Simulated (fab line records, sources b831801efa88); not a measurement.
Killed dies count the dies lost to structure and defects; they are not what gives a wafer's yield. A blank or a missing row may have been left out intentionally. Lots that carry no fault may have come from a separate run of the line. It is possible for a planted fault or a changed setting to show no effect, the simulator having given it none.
fab line records	flow sky130	part 1 of 2: steps 1 to 34 of 48
record: lots: 5	wafers: 15	lastDay: 48
route steps=708 shown SONOS_ONO@177 GATE_OXIDE@187 POLY_GATE@204 RES_PROTECT@206
lots untouched by any fault: they come from a run of this same line in which no faults occurred
startH: hours from the record's opening day to when the first of the lot's shown wafers began	waitH: hours elapsed since this lot's preceding step	" unchanged from the row above	L1.1+2: a row that stands for several wafers	- no value, or no start was given	* or withheld: withheld	< > ~ a bound
route shown NAME@n: a module of which the file shows steps, and the number in the route of the first	usual: mean/standard deviation of fault-free wafers	same: alike in all rows	chamber/n: place in a boat	sites: each site's reading	_std_site: standard deviation across them	_edge_site: outer sites' mean less inner sites'	radiusMm: for every site, how far away it sits from the centre of the wafer	mask NAME#n: copy n	behind: the tool/chamber that last shaped the wafer	hold: the reason the lot was held/the length of the hold in hours/how it ended	device: transistor that didn't switch, given as n, p or np	end of line: at the end of the route, the tests of the same wafers	step lacking rows: just its recipe	killed: the dies lost at the first sort to structure and to defects; this is not the yield of the wafer	map: shows each die of a wafer: x if killed, . if not, _ if none is there
set.NAME: the setting as run; set.NAME@STEP: as run at that earlier step	model.NAME: the simulator's own value behind a step, which no gauge read
lots seen at some steps along the route; tables by step, rows by wafer
services: from which hour (startH, from the record's first day; less than 0 if before it) a tool's chamber was out of use, for how many hours, and why
== steps ==
step: SKY_SONOS_ONO_SOFTBAKE_09
recipe: tempC: 90	timeS: 60	resist: NOVOLAK
lot.wafer	tool	chamber	startH	waitH
L080.3+4+6	lithoTrack-01	0	316.94	0.1
L081.1+2+6	lithoTrack-01	0	325.24	0.1
L082.2+5+6	lithoTrack-03	0	328.52	0.1
L084.1+4+6	lithoTrack-03	0	351.15	0.1
L086.1+4+5	lithoTrack-01	0	363.19	0.1
step: SKY_SONOS_ONO_EXPOSE_10
recipe: maskId: ONOM	targetCdNm: 410	na: 0.6	sourceShape: conventional	sigmaOuter: 0.6	doseMj: 150
lot.wafer	tool	chamber	startH	waitH	mask
L080.3+4+6	ilineStepper-01	0	-	-	ONOM#0
L081.1+2+6	ilineStepper-01	0	-	-	ONOM#0
L082.2+5+6	ilineStepper-01	0	-	-	ONOM#0
L084.1+4+6	ilineStepper-02	0	-	-	ONOM#0
L086.1+4+5	ilineStepper-02	0	-	-	ONOM#0
step: SKY_SONOS_ONO_PEB_11
recipe: tempC: withheld	timeS: *	resist: NOVOLAK
lot.wafer	tool	chamber	startH	waitH
L080.3+4+6	lithoTrack-02	0	-	-
L081.1+2+6	lithoTrack-03	0	-	-
L082.2+5+6	lithoTrack-03	0	-	-
L084.1+4+6	lithoTrack-01	0	-	-
L086.1+4+5	lithoTrack-02	0	-	-
step: SKY_SONOS_ONO_DEVELOP_12
recipe: developTimeS: 60	devTempC: 23
lot.wafer	tool	chamber	startH	waitH
L080.3+4+6	lithoTrack-02	0	330.51	0.1
L081.1+2+6	lithoTrack-03	0	338.05	0.1
L082.2+5+6	lithoTrack-03	0	341.22	0.1
L084.1+4+6	lithoTrack-01	0	364.99	0.1
L086.1+4+5	lithoTrack-02	0	377.11	0.1
step: SKY_SONOS_ONO_CD_MEAS_13
recipe: targetCdNm: 410
usual: cdNm: 410.3/2.3
lot.wafer	tool	chamber	startH	waitH	cdNm
L080.3	cdSem-01	-	330.65	0.1	413.4
L080.4	"	-	"	"	412.3
L080.6	"	-	"	"	412.2
L081.1	cdSem-01	-	338.20	0.1	408.5
L081.2	"	-	"	"	407.9
L081.6	"	-	"	"	407.8
L082.2	cdSem-01	-	341.37	0.1	410.6
L082.5	"	-	"	"	412.9
L082.6	"	-	"	"	411.0
L084.1	cdSem-02	-	365.14	0.1	410.0
L084.4	"	-	"	"	411.3
L084.6	"	-	"	"	407.5
L086.1	cdSem-01	-	377.26	0.1	405.9
L086.4	"	-	"	"	408.5
L086.5	"	-	"	"	407.0
step: SKY_SONOS_ONO_OVL_MEAS_14
usual: SONOS_ONO_OVL: -0.3/1.2
lot.wafer	tool	chamber	startH	waitH	SONOS_ONO_OVL[nm]
L080.3	overlay-01	-	330.74	0.1	-0.3
L080.4	"	-	"	"	1.3
L080.6	"	-	"	"	-0.3
L081.1	overlay-01	-	338.32	0.1	-2.8
L081.2	"	-	"	"	-2.2
L081.6	"	-	"	"	-2.8
L082.2	overlay-02	-	341.47	0.1	-1.6
L082.5	"	-	"	"	-2.0
L082.6	"	-	"	"	0.0
L084.1	overlay-02	-	365.26	0.1	-0.3
L084.4	"	-	"	"	-1.3
L084.6	"	-	"	"	0.6
L086.1	overlay-02	-	377.38	0.1	0.2
L086.4	"	-	"	"	-0.6
L086.5	"	-	"	"	0.2
step: SKY_SONOS_ONO_ETCH_15
recipe: targetDepthNm: 19.52	chemistry: CHF3/O2	sourceW: 600	biasW: 200	pressureMtorr: 40	chf3FlowSccm: 50	O2_flow_sccm: 5	timeS: 7.8
usual: O2_flow_sccm: 5.000/0.016	drypumpMotorCurrentA: 5.7/0.44	oesProductAu: 1.000/0.0093	throttleValvePct: 8.823/0.01
lot.wafer	tool	chamber	startH	waitH	O2_flow_sccm	drypumpMotorCurrentA	oesProductAu	rfHoursCounterH	throttleValvePct
L080.3	rieDiel-03	1	330.76	0.0	4.983	6.4	1.004	121	8.817
L080.4	"	3	"	"	5.028	5.5	0.990	10	8.810
L080.6	"	1	"	"	4.988	6.3	0.998	-	8.821
L081.1	rieDiel-01	1	338.35	0.0	5.006	5.9	0.991	11	8.828
L081.2	"	2	"	"	4.998	5.6	0.991	3	8.818
L081.6	"	3	"	"	5.019	4.9	1.001	-	8.836
L082.2	rieDiel-04	1	341.50	0.0	4.967	5.9	0.991	7	8.814
L082.5	"	0	"	"	5.003	4.9	0.994	-	8.826
L082.6	"	1	"	"	5.006	5.9	1.001	-	8.827
L084.1	rieDiel-03	2	365.30	0.0	5.002	5.5	1.009	83	8.835
L084.4	"	2	"	"	4.995	5.5	1.006	-	8.834
L084.6	"	0	"	"	5.003	6.1	0.995	-	8.826
L086.1	rieDiel-03	3	377.41	0.0	5.011	5.5	1.006	11	8.823
L086.4	"	2	"	"	4.995	5.5	1.018	84	8.820
L086.5	"	3	"	"	5.015	5.5	0.993	-	8.813
step: SKY_SONOS_ONO_WET_ETCH_16
recipe: chemistry: dHF	targetDepthNm: 14	dry: n2Spin	target: SiO2	dilution: 100:1	tempC: 25	timeS: 280
lot.wafer	tool	chamber	startH	waitH
L080.3+4+6	wetBench-01	1	330.79	0.0
L081.1+2+6	wetBench-01	2	338.38	0.0
L082.2+5+6	wetBench-04	3	341.53	0.0
L084.1+4+6	wetBench-04	3	365.32	0.0
L086.1+4+5	wetBench-01	3	377.44	0.0
step: SKY_SONOS_ONO_STRIP_17
recipe: chemistry: O2/N2	powerW: 1400	pressureMtorr: 1500	platenTempC: withheld	o2FlowSccm: 3000	n2FlowSccm: 300	overashFraction: 0.5
usual: drypumpMotorCurrentA: 6.14/0.2	oesProductAu: 0.711/0.0045	stripTimeToEndpointS: 14.10/0.043
lot.wafer	tool	chamber	startH	waitH	drypumpMotorCurrentA	oesProductAu	rfHoursCounterH	stripTimeToEndpointS
L080.3	plasmaAsher-01	0	330.91	0.0	5.83	0.713	-	14.07
L080.4	"	1	"	"	6.38	0.708	-	14.08
L080.6	"	0	"	"	5.83	0.705	-	14.04
L081.1	plasmaAsher-01	0	338.46	0.0	5.84	0.720	54	14.12
L081.2	"	1	"	"	6.36	0.711	54	14.18
L081.6	"	0	"	"	5.82	0.711	-	14.14
L082.2	plasmaAsher-03	0	341.61	0.0	5.97	0.709	64	14.13
L082.5	"	0	"	"	5.95	0.707	-	14.14
L082.6	"	1	"	"	6.17	0.723	-	14.14
L084.1	plasmaAsher-01	1	365.41	0.0	6.37	0.714	56	14.13
L084.4	"	1	"	"	6.37	0.717	-	14.20
L084.6	"	1	"	"	6.37	0.712	-	14.11
L086.1	plasmaAsher-01	0	377.52	0.0	5.83	0.714	57	14.05
L086.4	"	0	"	"	5.83	0.707	-	14.09
L086.5	"	1	"	"	6.37	0.710	-	14.04
step: SKY_SONOS_ONO_WET_ETCH_18
recipe: chemistry: H3PO4	targetDepthNm: 15	target: Si3N4	tempC: 160	timeS: 172
lot.wafer	tool	chamber	startH	waitH
L080.3+4+6	wetBench-03	3	330.97	0.0
L081.1+2+6	wetBench-04	0	338.56	0.1
L082.2+5+6	wetBench-03	3	341.71	0.1
L084.1+4+6	wetBench-03	3	365.51	0.1
L086.1+4+5	wetBench-03	3	377.62	0.1
step: SKY_GATE_OXIDE_CLEAN_00
recipe: chemistry: SC1/SC2	mix: 1:4:20	tempC: 70	timeS: 150	dry: n2Spin
lot.wafer	tool	chamber	startH	waitH
L080.3+4+6	wetBench-01	3	331.03	0.0
L081.1+2+6	wetBench-03	1	338.62	0.0
L082.2+5+6	wetBench-04	1	341.77	0.0
L084.1+4+6	wetBench-01	0	365.56	0.0
L086.1+4+5	wetBench-04	2	377.68	0.0
step: SKY_GATE_OXIDE_OXIDATION_01
recipe: tempC: 900	ambient: O2	stabiliseS: 600	purgeS: 300	targetThkA: 102.68	oxTimeS: 1473
usual: zonePowerLowerPct: 15.5/1.5
same: purgeS: 300
lot.wafer	tool	chamber	startH	waitH	zonePowerLowerPct
L080.3	furnace-02	0	333.34	2.3	14.5
L080.4	"	0	"	"	14.4
L080.6	"	0	"	"	14.3
L081.1	furnace-01	0	338.67	0.0	17.1
L081.2	"	0	"	"	17.1
L081.6	"	0	"	"	17.3
L082.2	furnace-02	0	342.24	0.4	14.3
L082.5	"	0	"	"	14.3
L082.6	"	0	"	"	14.6
L084.1	furnace-02	0	366.63	1.0	14.3
L084.4	"	0	"	"	14.2
L084.6	"	0	"	"	14.3
L086.1	furnace-01	0	378.41	0.7	17.4
L086.4	"	0	"	"	17.4
L086.5	"	0	"	"	17.2
step: SKY_GATE_OXIDE_THK_MEAS_02
recipe: reads: SiO2_of_GATE_OXIDE_OXIDATION_01
usual: GATE_OXIDE_OXIDATION_00_THK: 10.22/0.24
lot.wafer	tool	chamber	startH	waitH	GATE_OXIDE_OXIDATION_00_THK[nm]
L080.3	filmMetro-01	-	334.77	0.0	10.69
L080.4	"	-	"	"	10.69
L080.6	"	-	"	"	10.66
L081.1	filmMetro-02	-	340.08	0.0	10.19
L081.2	"	-	"	"	10.17
L081.6	"	-	"	"	10.10
L082.2	filmMetro-01	-	343.65	0.0	10.25
L082.5	"	-	"	"	10.37
L082.6	"	-	"	"	10.38
L084.1	filmMetro-02	-	368.04	0.0	10.14
L084.4	"	-	"	"	10.34
L084.6	"	-	"	"	10.14
L086.1	filmMetro-01	-	379.82	0.0	10.53
L086.4	"	-	"	"	10.38
L086.5	"	-	"	"	10.57
step: SKY_GATE_OXIDE_DEHYDRATE_03
recipe: tempC: 200	timeS: 60
lot.wafer	tool	chamber	startH	waitH
L080.3+4+6	lithoTrack-04	0	348.01	13.2
L081.1+2+6	lithoTrack-02	0	353.31	13.2
L082.2+5+6	lithoTrack-02	0	356.88	13.2
L084.1+4+6	lithoTrack-02	0	382.26	14.2
L086.1+4+5	lithoTrack-01	0	394.04	14.2
step: SKY_GATE_OXIDE_HMDS_04
recipe: primeTimeS: 60	primeTempC: 120
lot.wafer	tool	chamber	startH	waitH
L080.3+4+6	lithoTrack-04	0	348.16	0.1
L081.1+2+6	lithoTrack-02	0	353.46	0.1
L082.2+5+6	lithoTrack-02	0	357.03	0.1
L084.1+4+6	lithoTrack-02	0	382.41	0.1
L086.1+4+5	lithoTrack-01	0	394.19	0.1
step: SKY_GATE_OXIDE_COAT_05
recipe: resist: NOVOLAK	spinRpm: 3000	resistThkNm: 1140
lot.wafer	tool	chamber	startH	waitH
L080.3+4+6	lithoTrack-04	0	348.31	0.1
L081.1+2+6	lithoTrack-02	0	353.61	0.1
L082.2+5+6	lithoTrack-02	0	357.18	0.1
L084.1+4+6	lithoTrack-02	0	382.56	0.1
L086.1+4+5	lithoTrack-01	0	394.34	0.1
step: SKY_GATE_OXIDE_SOFTBAKE_06
recipe: tempC: 90	timeS: 60	resist: NOVOLAK
lot.wafer	tool	chamber	startH	waitH
L080.3+4+6	lithoTrack-04	0	348.46	0.1
L081.1+2+6	lithoTrack-02	0	353.76	0.1
L082.2+5+6	lithoTrack-02	0	357.33	0.1
L084.1+4+6	lithoTrack-02	0	382.71	0.1
L086.1+4+5	lithoTrack-01	0	394.49	0.1
step: SKY_GATE_OXIDE_EXPOSE_07
recipe: maskId: LVOM	na: 0.6	sourceShape: conventional	sigmaOuter: 0.6	polarization: unpolarized	targetCdNm: 600	doseMj: 170
lot.wafer	tool	chamber	startH	waitH	mask
L080.3+4+6	ilineStepper-01	0	-	-	LVOM#0
L081.1+2+6	ilineStepper-02	0	-	-	LVOM#0
L082.2+5+6	ilineStepper-01	0	-	-	LVOM#0
L084.1+4+6	ilineStepper-02	0	-	-	LVOM#0
L086.1+4+5	ilineStepper-01	0	-	-	LVOM#0
step: SKY_GATE_OXIDE_PEB_08
recipe: tempC: withheld	timeS: *	resist: NOVOLAK
lot.wafer	tool	chamber	startH	waitH
L080.3+4+6	lithoTrack-04	0	-	-
L081.1+2+6	lithoTrack-02	0	-	-
L082.2+5+6	lithoTrack-01	0	-	-
L084.1+4+6	lithoTrack-04	0	-	-
L086.1+4+5	lithoTrack-01	0	-	-
step: SKY_GATE_OXIDE_DEVELOP_09
recipe: resist: NOVOLAK	developer: TMAH	developTimeS: 60	devTempC: 23
lot.wafer	tool	chamber	startH	waitH
L080.3+4+6	lithoTrack-04	0	362.16	0.1
L081.1+2+6	lithoTrack-02	0	367.06	0.1
L082.2+5+6	lithoTrack-01	0	371.22	0.1
L084.1+4+6	lithoTrack-04	0	397.16	0.1
L086.1+4+5	lithoTrack-01	0	408.24	0.1
step: SKY_GATE_OXIDE_OVL_MEAS_10
usual: GATE_OXIDE_OVL: -0.5/1.3
lot.wafer	tool	chamber	startH	waitH	GATE_OXIDE_OVL[nm]
L080.3	overlay-01	-	362.27	0.1	-0.8
L080.4	"	-	"	"	1.0
L080.6	"	-	"	"	-0.3
L081.1	overlay-01	-	367.21	0.1	0.8
L081.2	"	-	"	"	0.0
L081.6	"	-	"	"	0.6
L082.2	overlay-01	-	371.35	0.1	-3.0
L082.5	"	-	"	"	-2.0
L082.6	"	-	"	"	-1.5
L084.1	overlay-01	-	397.31	0.1	-0.6
L084.4	"	-	"	"	0.3
L084.6	"	-	"	"	-0.8
L086.1	overlay-01	-	408.39	0.1	-0.4
L086.4	"	-	"	"	0.6
L086.5	"	-	"	"	1.3
step: SKY_GATE_OXIDE_IMPLANT_11
recipe: species: B	energyKev: 10	doseCm2: 2.6e+12	tiltDeg: withheld
lot.wafer	tool	chamber	startH	waitH
L080.3+4+6	implanter-03	0	362.35	0.1
L081.1+2+6	implanter-03	0	367.24	0.0
L082.2+5+6	implanter-01	0	371.40	0.0
L084.1+4+6	implanter-01	0	397.35	0.0
L086.1+4+5	implanter-01	0	408.43	0.0
step: SKY_GATE_OXIDE_WET_ETCH_12
recipe: chemistry: dHF	targetDepthNm: 16.8	dry: n2Spin	target: SiO2	dilution: 100:1	tempC: 25	timeS: 336
lot.wafer	tool	chamber	startH	waitH
L080.3+4+6	wetBench-01	0	362.45	0.1
L081.1+2+6	wetBench-04	0	367.39	0.1
L082.2+5+6	wetBench-03	1	371.53	0.1
L084.1+4+6	wetBench-03	3	397.50	0.1
L086.1+4+5	wetBench-03	1	408.58	0.1
step: SKY_GATE_OXIDE_STRIP_13
recipe: chemistry: O2/N2	powerW: 1400	pressureMtorr: 1500	platenTempC: withheld	o2FlowSccm: 3000	n2FlowSccm: 300	overashFraction: 0.5
usual: drypumpMotorCurrentA: 6.17/0.29	oesProductAu: 0.716/0.0046	stripTimeToEndpointS: 14.17/0.049
lot.wafer	tool	chamber	startH	waitH	drypumpMotorCurrentA	oesProductAu	rfHoursCounterH	stripTimeToEndpointS
L080.3	plasmaAsher-01	1	362.58	0.0	6.37	0.712	-	14.24
L080.4	"	0	"	"	5.80	0.711	-	14.23
L080.6	"	0	"	"	5.81	0.708	-	14.17
L081.1	plasmaAsher-02	0	367.50	0.0	5.76	0.715	66	14.18
L081.2	"	1	"	"	6.51	0.715	66	14.20
L081.6	"	0	"	"	5.76	0.719	-	14.16
L082.2	plasmaAsher-02	1	371.64	0.0	6.54	0.718	66	14.22
L082.5	"	0	"	"	5.74	0.712	-	14.22
L082.6	"	1	"	"	6.55	0.710	-	14.20
L084.1	plasmaAsher-01	0	397.60	0.0	5.83	0.721	59	14.19
L084.4	"	0	"	"	5.82	0.713	-	14.21
L084.6	"	1	"	"	6.38	0.715	-	14.15
L086.1	plasmaAsher-01	1	408.68	0.0	6.37	0.722	60	14.26
L086.4	"	0	"	"	5.83	0.717	-	14.24
L086.5	"	1	"	"	6.36	0.720	-	14.22
step: SKY_GATE_OXIDE_TW_MEAS_14
usual: GATE_OXIDE_TW: 225.3/2
lot.wafer	tool	chamber	startH	waitH	GATE_OXIDE_TW
L080.3	filmMetro-01	-	362.67	0.1	227.8
L080.4	"	-	"	"	227.0
L080.6	"	-	"	"	227.6
L081.1	filmMetro-04	-	367.60	0.1	226.3
L081.2	"	-	"	"	225.7
L081.6	"	-	"	"	226.6
L082.2	filmMetro-01	-	371.75	0.1	226.3
L082.5	"	-	"	"	227.0
L082.6	"	-	"	"	227.9
L084.1	filmMetro-04	-	397.70	0.1	225.2
L084.4	"	-	"	"	224.5
L084.6	"	-	"	"	225.3
L086.1	filmMetro-02	-	408.78	0.1	223.0
L086.4	"	-	"	"	222.6
L086.5	"	-	"	"	223.2
step: SKY_GATE_OXIDE_CLEAN_15
recipe: chemistry: SC1/SC2	mix: 1:4:20	tempC: 70	timeS: 150	dry: n2Spin
lot.wafer	tool	chamber	startH	waitH
L080.3+4+6	wetBench-04	3	362.71	0.0
L081.1+2+6	wetBench-03	3	367.66	0.1
L082.2+5+6	wetBench-03	3	371.80	0.0
L084.1+4+6	wetBench-04	1	397.76	0.1
L086.1+4+5	wetBench-01	3	408.84	0.1
step: SKY_GATE_OXIDE_OXIDATION_16
recipe: tempC: 800	ambient: O2	idleTempC: 700	rampUpCPerMin: 10	rampDownCPerMin: 3	stabiliseS: 600	purgeS: 300	targetThkA: 35.7	oxTimeS: 1915
usual: zonePowerLowerPct: 12.3/1.2
same: purgeS: 300
lot.wafer	tool	chamber	startH	waitH	zonePowerLowerPct
L080.3	furnace-01	0	362.76	0.0	13.5
L080.4	"	0	"	"	13.5
L080.6	"	0	"	"	13.6
L081.1	furnace-02	0	368.04	0.3	11.1
L081.2	"	0	"	"	11.3
L081.6	"	0	"	"	11.1
L082.2	furnace-02	0	372.49	0.6	11.0
L082.5	"	0	"	"	11.2
L082.6	"	0	"	"	11.1
L084.1	furnace-01	0	399.16	1.4	13.7
L084.4	"	0	"	"	13.8
L084.6	"	0	"	"	13.3
L086.1	furnace-01	0	409.62	0.7	13.1
L086.4	"	0	"	"	13.5
L086.5	"	0	"	"	13.4
step: SKY_POLY_GATE_CVD_00
recipe: material: poly-Si	targetThkNm: 180	tempC: 620	timeS: 720	pressureMtorr: 200
usual: zonePowerLowerPct: 7.7/0.34
lot.wafer	tool	chamber	startH	waitH	zonePowerLowerPct
L080.3	lpcvd-01	0	364.29	0.0	8.0
L080.4	"	0	"	"	8.2
L080.6	"	0	"	"	8.3
L081.1	lpcvd-01	1	369.57	0.0	7.5
L081.2	"	1	"	"	7.5
L081.6	"	1	"	"	7.4
L082.2	lpcvd-01	1	374.03	0.0	7.6
L082.5	"	1	"	"	7.4
L082.6	"	1	"	"	7.4
L084.1	lpcvd-01	0	400.69	0.0	8.3
L084.4	"	0	"	"	8.1
L084.6	"	0	"	"	8.2
L086.1	lpcvd-01	1	411.15	0.0	7.6
L086.4	"	1	"	"	7.4
L086.5	"	1	"	"	7.6
step: SKY_POLY_GATE_THK_MEAS_01
recipe: reads: poly-Si_of_POLY_GATE_CVD_00
usual: POLY_GATE_CVD_00_THK: 180.0/1.5
lot.wafer	tool	chamber	startH	waitH	POLY_GATE_CVD_00_THK[nm]
L080.3	filmMetro-02	-	365.51	0.0	178.9
L080.4	"	-	"	"	178.8
L080.6	"	-	"	"	180.8
L081.1	filmMetro-03	-	370.77	0.0	180.8
L081.2	"	-	"	"	180.1
L081.6	"	-	"	"	179.6
L082.2	filmMetro-02	-	375.24	0.0	178.9
L082.5	"	-	"	"	179.0
L082.6	"	-	"	"	178.2
L084.1	filmMetro-03	-	401.89	0.0	181.8
L084.4	"	-	"	"	181.4
L084.6	"	-	"	"	182.2
L086.1	filmMetro-03	-	412.35	0.0	179.0
L086.4	"	-	"	"	179.8
L086.5	"	-	"	"	180.5
step: SKY_RES_PROTECT_DEHYDRATE_00
recipe: tempC: 200	timeS: 60
lot.wafer	tool	chamber	startH	waitH
L080.3+4+6	lithoTrack-01	0	379.29	13.8
L081.1+2+6	lithoTrack-03	0	384.80	14.0
L082.2+5+6	lithoTrack-03	0	389.52	14.3
L084.1+4+6	lithoTrack-01	0	415.79	13.9
L086.1+4+5	lithoTrack-03	0	427.25	14.9
step: SKY_RES_PROTECT_HMDS_01
recipe: primeTimeS: 60	primeTempC: 120
lot.wafer	tool	chamber	startH	waitH
L080.3+4+6	lithoTrack-01	0	379.44	0.1
L081.1+2+6	lithoTrack-03	0	384.95	0.1
L082.2+5+6	lithoTrack-03	0	389.67	0.1
L084.1+4+6	lithoTrack-01	0	415.94	0.1
L086.1+4+5	lithoTrack-03	0	427.40	0.1
step: SKY_RES_PROTECT_COAT_02
recipe: resist: NOVOLAK	spinRpm: 3000	resistThkNm: 1140
lot.wafer	tool	chamber	startH	waitH
L080.3+4+6	lithoTrack-01	0	379.59	0.1
L081.1+2+6	lithoTrack-03	0	385.10	0.1
L082.2+5+6	lithoTrack-03	0	389.82	0.1
L084.1+4+6	lithoTrack-01	0	416.09	0.1
L086.1+4+5	lithoTrack-03	0	427.55	0.1
step: SKY_RES_PROTECT_SOFTBAKE_03
recipe: tempC: 90	timeS: 60	resist: NOVOLAK
lot.wafer	tool	chamber	startH	waitH
L080.3+4+6	lithoTrack-01	0	379.74	0.1
L081.1+2+6	lithoTrack-03	0	385.25	0.1
L082.2+5+6	lithoTrack-03	0	389.97	0.1
L084.1+4+6	lithoTrack-01	0	416.24	0.1
L086.1+4+5	lithoTrack-03	0	427.70	0.1
step: SKY_RES_PROTECT_EXPOSE_04
recipe: maskId: RPM	na: 0.6	sourceShape: conventional	sigmaOuter: 0.6	polarization: unpolarized	targetCdNm: 1270	doseMj: 131
lot.wafer	tool	chamber	startH	waitH	mask
L080.3+4+6	ilineStepper-01	0	-	-	RPM#0
L081.1+2+6	ilineStepper-01	0	-	-	RPM#0
L082.2+5+6	ilineStepper-02	0	-	-	RPM#0
L084.1+4+6	ilineStepper-01	0	-	-	RPM#0
L086.1+4+5	ilineStepper-02	0	-	-	RPM#0
